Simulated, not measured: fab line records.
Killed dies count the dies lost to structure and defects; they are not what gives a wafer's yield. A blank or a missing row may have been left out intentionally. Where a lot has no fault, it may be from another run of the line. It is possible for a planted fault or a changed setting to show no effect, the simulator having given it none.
Which of the tools did it?	flow gf180mcu	72 wafers from 24 lots sampled at 5 of the route's 602 steps

WHAT THE GAUGES SHOWED, per wafer
GF_M2_OVL_MEAS_15. Usual: M2_OVL 2 nm, standard deviation 5.4.
lot	measured	on	M2_OVL (nm)	flag
L074	day 19 04:31	overlay-01	-11 -11 -12	
L075	day 19 08:02	overlay-02	-9 1 0	
L076	day 19 19:30	overlay-02	5 10 9	
L077	day 20 05:36	overlay-02	-5 -1 1	
L078	day 20 13:26	overlay-02	5 2 5	
L079	day 20 21:19	overlay-02	3 -6 3	
L080	day 21 08:19	overlay-02	5 4 0	
L081	day 21 22:56	overlay-02	4 8 12	
L082	day 21 23:31	overlay-02	-2 8 6	
L083	day 22 12:36	overlay-02	-2 5 -3	
L084	day 23 07:03	overlay-02	-4 -1 1	
L085	day 23 16:10	overlay-02	-5 -1 -7	
L086	day 23 21:31	overlay-01	4 4 -2	
L087	day 24 03:39	overlay-02	-1 0 4	
L088	day 24 08:27	overlay-01	-2 -1 -4	
L090	day 25 00:43	overlay-01	5 5 9	
L089	day 25 05:01	overlay-02	13 8 9	
L091	day 25 09:37	overlay-02	7 -1 7	
L092	day 25 12:06	overlay-02	0 1 7	
L093	day 25 19:43	overlay-02	-8 -1 0	
L094	day 26 03:08	overlay-02	3 -4 3	
L096	day 26 20:34	overlay-02	-6 -4 1	
L095	day 26 20:55	overlay-02	6 10 9	
L097	day 27 06:50	overlay-02	1 5 0	

GF_V3_THK_MEAS_03. Usual: V3_CVD_02_THK 853 nm, standard deviation 12.
lot	measured	on	V3_CVD_02_THK (nm)	flag
L074	day 21 08:30	film metro-02	833 860 855	
L075	day 21 12:19	film metro-01	863 831 849	
L076	day 21 22:56	film metro-03	855 857 873	
L077	day 22 08:50	film metro-02	835 853 868	
L078	day 22 17:13	film metro-01	866 862 860	
L079	day 23 00:30	film metro-01	836 858 877	
L080	day 23 11:09	film metro-02	841 863 861	
L081	day 24 00:49	film metro-02	837 851 848	
L082	day 24 01:33	film metro-01	848 873 856	
L083	day 24 14:01	film metro-01	863 845 862	
L084	day 25 07:41	film metro-03	845 845 846	
L085	day 25 15:26	film metro-03	838 859 876	
L086	day 25 20:49	film metro-01	847 866 864	
L087	day 26 02:55	film metro-02	845 860 862	
L088	day 26 06:47	film metro-02	827 852 845	
L090	day 26 22:46	film metro-02	847 863 861	
L089	day 27 03:41	film metro-02	839 851 868	
L091	day 27 08:00	film metro-03	844 843 856	
L092	day 27 08:58	film metro-02	848 872 863	
L093	day 27 16:25	film metro-03	856 860 870	
L094	day 28 00:10	film metro-02	835 844 857	
L096	day 28 15:42	film metro-02	835 844 838	
L095	day 28 16:02	film metro-03	846 864 853	
L097	day 29 02:16	film metro-02	853 869 856	

GF_V5_BOW_MEAS_05. Usual: V5_BOW 135 um, standard deviation 7.9.
lot	measured	on	V5_BOW (um)	flag
L074	day 26 06:51	film metro-02	146 130 131	
L075	day 26 09:35	film metro-01	127 141 137	
L076	day 26 20:25	film metro-01	145 139 150	
L077	day 27 06:04	film metro-03	128 128 121	
L078	day 27 12:45	film metro-02	143 138 141	
L079	day 27 16:09	film metro-03	129 131 127	
L080	day 28 02:25	film metro-03	140 149 140	
L081	day 28 15:59	film metro-02	122 130 121	
L082	day 28 16:47	film metro-03	125 135 124	
L083	day 29 03:35	film metro-02	136 135 136	
L084	day 29 19:20	film metro-03	124 118 133	
L085	day 30 01:12	film metro-01	136 130 132	
L086	day 30 07:23	film metro-03	126 129 117	
L087	day 30 10:55	film metro-03	139 138 133	
L088	day 30 15:35	film metro-02	132 124 139	
L090	day 31 06:58	film metro-03	123 127 137	
L089	day 31 09:08	film metro-03	141 136 145	
L091	day 31 13:08	film metro-03	125 123 126	
L092	day 31 14:04	film metro-02	130 136 141	
L093	day 31 20:22	film metro-02	143 134 145	
L094	day 32 03:32	film metro-01	123 138 130	
L096	day 32 16:52	film metro-02	136 138 146	
L095	day 32 15:55	film metro-02	128 147 137	
L097	day 33 02:11	film metro-02	132 137 133	

EACH LOT AND THE TOOL THAT RAN IT (in order: tool; ch and the chambers of the sampled wafers; start)
lot	GF_MIM_SPUTTER_04	GF_MIM_SPUTTER_08
L074	pvd sputter-01, day 24 10:38	pvd sputter-02, day 24 10:49
L075	pvd sputter-02, day 24 13:02	pvd sputter-03, day 24 13:13
L076	pvd sputter-03, day 25 00:01	pvd sputter-02, day 25 00:12
L077	pvd sputter-01, day 25 10:22	pvd sputter-03, day 25 10:33
L078	pvd sputter-03, day 25 16:37	pvd sputter-01, day 25 16:48
L079	pvd sputter-01, day 25 21:55	pvd sputter-02, day 25 22:06
L080	pvd sputter-01, day 26 08:43	pvd sputter-02, day 26 08:53
L081	pvd sputter-01, day 26 22:32	pvd sputter-02, day 26 22:45
L082	pvd sputter-01, day 26 22:52	pvd sputter-03, day 26 23:03
L083	pvd sputter-02, day 27 10:01	pvd sputter-01, day 27 10:12
L084	pvd sputter-02, day 28 02:19	pvd sputter-03, day 28 02:29
L085	pvd sputter-03, day 28 09:34	pvd sputter-02, day 28 09:44
L086	pvd sputter-03, day 28 15:21	pvd sputter-02, day 28 15:31
L087	pvd sputter-02, day 28 20:06	pvd sputter-01, day 28 20:17
L088	pvd sputter-02, day 29 00:31	pvd sputter-01, day 29 00:42
L090	pvd sputter-01, day 29 15:46	pvd sputter-02, day 29 15:56
L089	pvd sputter-03, day 29 19:14	pvd sputter-01, day 29 19:24
L091	pvd sputter-03, day 29 22:58	pvd sputter-03, day 29 23:09
L092	pvd sputter-03, day 29 23:55	pvd sputter-01, day 30 00:06
L093	pvd sputter-03, day 30 08:11	pvd sputter-01, day 30 08:22
L094	pvd sputter-03, day 30 14:26	pvd sputter-01, day 30 14:37
L096	pvd sputter-01, day 31 05:18	pvd sputter-03, day 31 05:28
L095	pvd sputter-01, day 31 04:36	pvd sputter-03, day 31 04:47
L097	pvd sputter-01, day 31 14:49	pvd sputter-03, day 31 14:59
- GF_MIM_SPUTTER_04: material TiN, target thk 50 nm, time 41.7 s.
- GF_MIM_SPUTTER_08: material AlCu, target thk 200 nm, time 10.6 s.

WHAT THE TOOLS THEMSELVES READ (means of the sampled wafers that have a number; where no wafer has one, the mark that the record gives instead)
GF_MIM_SPUTTER_04. Usual: 29.8 % for throttle valve pct, sd 1.4.
lot	tool	throttle valve pct (%)	flag
L074	pvd sputter-01	28.2	
L075	pvd sputter-02	30.6	
L076	pvd sputter-03	30.6	
L077	pvd sputter-01	29.4	
L078	pvd sputter-03	29.9	
L079	pvd sputter-01	29.3	
L080	pvd sputter-01	29.4	
L081	pvd sputter-01	28.6	
L082	pvd sputter-01	28.0	
L083	pvd sputter-02	29.8	
L084	pvd sputter-02	30.6	
L085	pvd sputter-03	30.9	
L086	pvd sputter-03	31.8	
L087	pvd sputter-02	30.6	
L088	pvd sputter-02	30.6	
L090	pvd sputter-01	29.0	
L089	pvd sputter-03	30.2	
L091	pvd sputter-03	30.4	
L092	pvd sputter-03	30.3	
L093	pvd sputter-03	29.2	
L094	pvd sputter-03	30.4	
L096	pvd sputter-01	29.5	
L095	pvd sputter-01	28.3	
L097	pvd sputter-01	29.8	

GF_MIM_SPUTTER_08. Usual: 30.0 % for throttle valve pct, sd 1.4.
lot	tool	throttle valve pct (%)	flag
L074	pvd sputter-02	30.2	
L075	pvd sputter-03	30.8	
L076	pvd sputter-02	30.2	
L077	pvd sputter-03	31.1	
L078	pvd sputter-01	29.0	
L079	pvd sputter-02	30.6	
L080	pvd sputter-02	30.1	
L081	pvd sputter-02	31.5	
L082	pvd sputter-03	30.3	
L083	pvd sputter-01	28.4	
L084	pvd sputter-03	29.8	
L085	pvd sputter-02	31.1	
L086	pvd sputter-02	30.2	
L087	pvd sputter-01	29.6	
L088	pvd sputter-01	27.9	
L090	pvd sputter-02	30.5	
L089	pvd sputter-01	29.2	
L091	pvd sputter-03	30.4	
L092	pvd sputter-01	28.3	
L093	pvd sputter-01	28.7	
L094	pvd sputter-01	29.2	
L096	pvd sputter-03	29.5	
L095	pvd sputter-03	29.4	
L097	pvd sputter-03	31.0	

THE ANSWER, worked out from the rows above alone
Rule: a lot is off if the mean of its wafers that have a number lies more than 3 standard deviations from the usual mean. Also off: a lot with no number at a reading for which 4 or more lots have one. All remaining lots with rows at the step are treated as sound. First the gauges in route order, then the tools' own readings, where a lot's mean is used as printed above. At the first step where some lot is off, the reading lying furthest off is the one used; lots without a number count as furthest.
Across all readings shown, no lot is off: no conclusion can be drawn from this.

WHAT HAD BEEN PUT IN BY THE SIMULATOR
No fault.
